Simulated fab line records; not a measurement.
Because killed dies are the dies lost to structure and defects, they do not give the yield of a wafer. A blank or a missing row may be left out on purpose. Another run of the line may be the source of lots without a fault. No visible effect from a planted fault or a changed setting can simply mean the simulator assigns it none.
Which tool was responsible? + flow gf180mcu + 7 lots, 21 wafers sampled, at 1 step of a route of 602

WHAT THE GAUGES READ, wafer by wafer
GF_PSD_CD_MEAS_07: target cd 400 nm.
| lot  | measured     | on        | cd nm (nm)        |
|------|--------------|-----------|-------------------|
| L890 | day 14 17:43 | cd sem-01 | 402.7 402.2 401.2 |
| L892 | day 15 11:06 | cd sem-02 | 400.3 400.2 397.0 |
| L896 | day 17 01:56 | cd sem-02 | 400.5 401.1 402.0 |
| L898 | day 17 16:38 | cd sem-01 | 399.9 401.1 401.1 |
| L900 | day 18 08:06 | cd sem-01 | 399.1 400.2 402.1 |
| L902 | day 18 21:16 | cd sem-01 | 401.5 400.7 401.4 |
| L904 | day 19 16:41 | cd sem-01 | 401.3 400.5 402.1 |

WHAT TOOL EACH LOT RAN ON (gives the tool, then ch and the chambers of the sampled wafers, and finally the start)
Record: no process step prior to these readings.

THE ANSWER, worked out from the rows above alone
Rule: the usual values come from the lots themselves. Put in order of their means at a reading, lots are off if they are a third of the lots or fewer, leave a main group of 4 or more, and stand apart from it by a gap of 3 or more times the standard deviation of the main group's means; of several such gaps the widest counts. If all means in a main group match to the digits the tables above print for the reading, that group is not used. Also off: a lot with no number at a reading for which 4 or more lots have one. Where the step has rows for the other lots, those lots are counted as sound.
No lot is off on any of the readings shown, so nothing can be concluded from this.

WHAT THE SIMULATOR PUT IN
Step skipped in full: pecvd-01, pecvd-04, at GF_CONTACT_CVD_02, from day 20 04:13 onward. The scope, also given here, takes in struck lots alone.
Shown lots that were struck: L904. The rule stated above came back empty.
